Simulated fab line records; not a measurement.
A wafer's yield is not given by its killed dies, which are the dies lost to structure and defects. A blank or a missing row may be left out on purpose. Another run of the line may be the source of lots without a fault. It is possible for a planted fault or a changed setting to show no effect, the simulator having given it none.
Which tool did it?    flow sky130    Sampling: 13 lots, 39 wafers, 2 of 708 route steps

WHAT THE GAUGES READ, wafer by wafer
SKY_VIA3_RS_MEAS_22: a four-point-probe measurement.
lot   measured      on             VIA3_W_RS (ohm/sq)
L652  day 39 06:43  film-metro-02  0.289 0.291 0.294
L651  day 39 10:10  film-metro-02  0.297 0.296 0.296
L653  day 40 00:22  film-metro-02  0.296 0.304 0.297
L657  day 41 10:43  film-metro-03  0.295 0.295 0.296
L656  day 41 11:07  film-metro-03  0.298 0.306 0.298
L664  day 43 10:59  film-metro-01  0.301 0.299 0.299
L668  day 44 07:16  film-metro-01  0.297 0.298 0.293
L669  day 44 18:35  film-metro-02  0.289 0.292 0.293
L670  day 45 14:05  film-metro-02  0.297 0.300 0.295
L672  day 45 19:23  film-metro-03  0.301 0.300 0.296
L673  day 45 20:05  film-metro-03  0.301 0.297 0.296
L671  day 45 22:03  film-metro-03  0.302 0.306 0.306
L674  day 46 01:52  film-metro-02  0.298 0.296 0.297

WHAT TOOL EACH LOT RAN ON (gives the tool, then ch and the chambers of the sampled wafers, and finally the start)
lot   SKY_VIA3_CVD_21
L652  cvd-w-01 ch 0,1, day 39 06:34
L651  cvd-w-01 ch 0,1, day 39 10:01
L653  cvd-w-01 ch 1, day 40 00:14
L657  cvd-w-01 ch 0,1, day 41 10:35
L656  cvd-w-02 ch 0,1, day 41 11:00
L664  cvd-w-02 ch 0,1, day 43 10:51
L668  cvd-w-01 ch 0,1, day 44 07:08
L669  cvd-w-01 ch 0,1, day 44 18:27
L670  cvd-w-02 ch 1, day 45 13:58
L672  cvd-w-01 ch 0,1, day 45 19:15
L673  cvd-w-01 ch 0,1, day 45 19:58
L671  cvd-w-02 ch 0, day 45 21:56
L674  cvd-w-02 ch 1, day 46 01:43
- SKY_VIA3_CVD_21: deposits W, target thk 390 nm, time 117.31 s.

WHAT THE TOOLS THEMSELVES READ (means of the sampled wafers that have a number; where no wafer has one, the mark that the record gives instead)
SKY_VIA3_CVD_21.
lot   tool      heater-power-w (W)
L652  cvd-w-01  942
L651  cvd-w-01  858
L653  cvd-w-01  772
L657  cvd-w-01  861
L656  cvd-w-02  766
L664  cvd-w-02  809
L668  cvd-w-01  861
L669  cvd-w-01  960
L670  cvd-w-02  729
L672  cvd-w-01  871
L673  cvd-w-01  962
L671  cvd-w-02  856
L674  cvd-w-02  716

THE ANSWER, worked out from the rows above alone
Rule: what is usual is taken from the lots themselves. Put in order of their means at a reading, lots are off if they are a third of the lots or fewer, leave a main group of 4 or more, and stand apart from it by a gap of 3 or more times the standard deviation of the main group's means; of several such gaps the widest counts. A main group whose means are all the same, to the digits that the tables above print for the reading, isn't used. Also off: a lot with no number at a reading for which 4 or more lots have one. All remaining lots with rows at the step are treated as sound. Order of review: gauges by route order, followed by the tools' own readings, for which a lot's mean as printed above is used. At the first step where some lot is off, the reading lying furthest off is the one used; lots without a number count as furthest.
No lot is off at any reading shown: from this, nothing can be told.

WHAT WAS PUT IN BY THE SIMULATOR
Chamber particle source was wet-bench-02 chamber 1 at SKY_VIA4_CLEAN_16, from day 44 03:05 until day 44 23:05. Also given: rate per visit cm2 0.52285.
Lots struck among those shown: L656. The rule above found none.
